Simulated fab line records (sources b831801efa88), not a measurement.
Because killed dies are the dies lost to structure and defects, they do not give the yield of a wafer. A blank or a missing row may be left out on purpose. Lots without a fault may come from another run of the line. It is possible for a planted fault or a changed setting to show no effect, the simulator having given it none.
Chamber matching / flow gf180mcu / pecvd-03 running GF_V3_CVD_02: 3 sister chambers
The step deposits SiO2 from TEOS, target thk 850 nm, time 94.851 s. 6 wafers are shown with their chamber, then 7 later ones without.

== EACH WAFER AND ITS CHAMBER ==
wafer=L075.5; chamber=2; heater power w (W)=644
wafer=L081.2; chamber=1; heater power w (W)=645
wafer=L081.3; chamber=0; heater power w (W)=757
wafer=L081.4; chamber=2; heater power w (W)=604
wafer=L083.2; chamber=0; heater power w (W)=744
wafer=L083.5; chamber=1; heater power w (W)=675

== WAFERS WITH NO CHAMBER GIVEN ==
wafer=L083.6; heater power w (W)=630
wafer=L088.1; heater power w (W)=737
wafer=L088.3; heater power w (W)=675
wafer=L088.5; heater power w (W)=806
wafer=L092.2; heater power w (W)=708
wafer=L092.4; heater power w (W)=555
wafer=L092.6; heater power w (W)=607

== WHICH CHAMBER EACH ONE RAN IN ==
wafer=L083.6; from the rows above=can't be placed: 2 or 1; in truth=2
wafer=L088.1; from the rows above=0; in truth=0
wafer=L088.3; from the rows above=can't be placed: 1 or 2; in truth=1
wafer=L088.5; from the rows above=0; in truth=0
wafer=L092.2; from the rows above=can't be placed: 0 or 1 or 2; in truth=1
wafer=L092.4; from the rows above=can't be placed: 2 or 1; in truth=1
wafer=L092.6; from the rows above=can't be placed: 2 or 1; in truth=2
Correctly placed: 2 of 7. Not placeable from these rows: 5 (in 5, the candidates include the true chamber). Number placed wrongly: 0.
How it was worked out, from the rows above alone: a wafer's distance from a chamber is the root of the sum, over the readings, of the square of ((its reading less the chamber's mean) divided by the reading's scatter). The wafer belongs to the nearest chamber; if the next one is less than 2 further off, it can't be placed. A chamber's mean is the mean of its shown wafers. The scatter: the root of (the sum of the squares of (reading less its chamber's mean) over the shown wafers, divided by (wafers less chambers)).
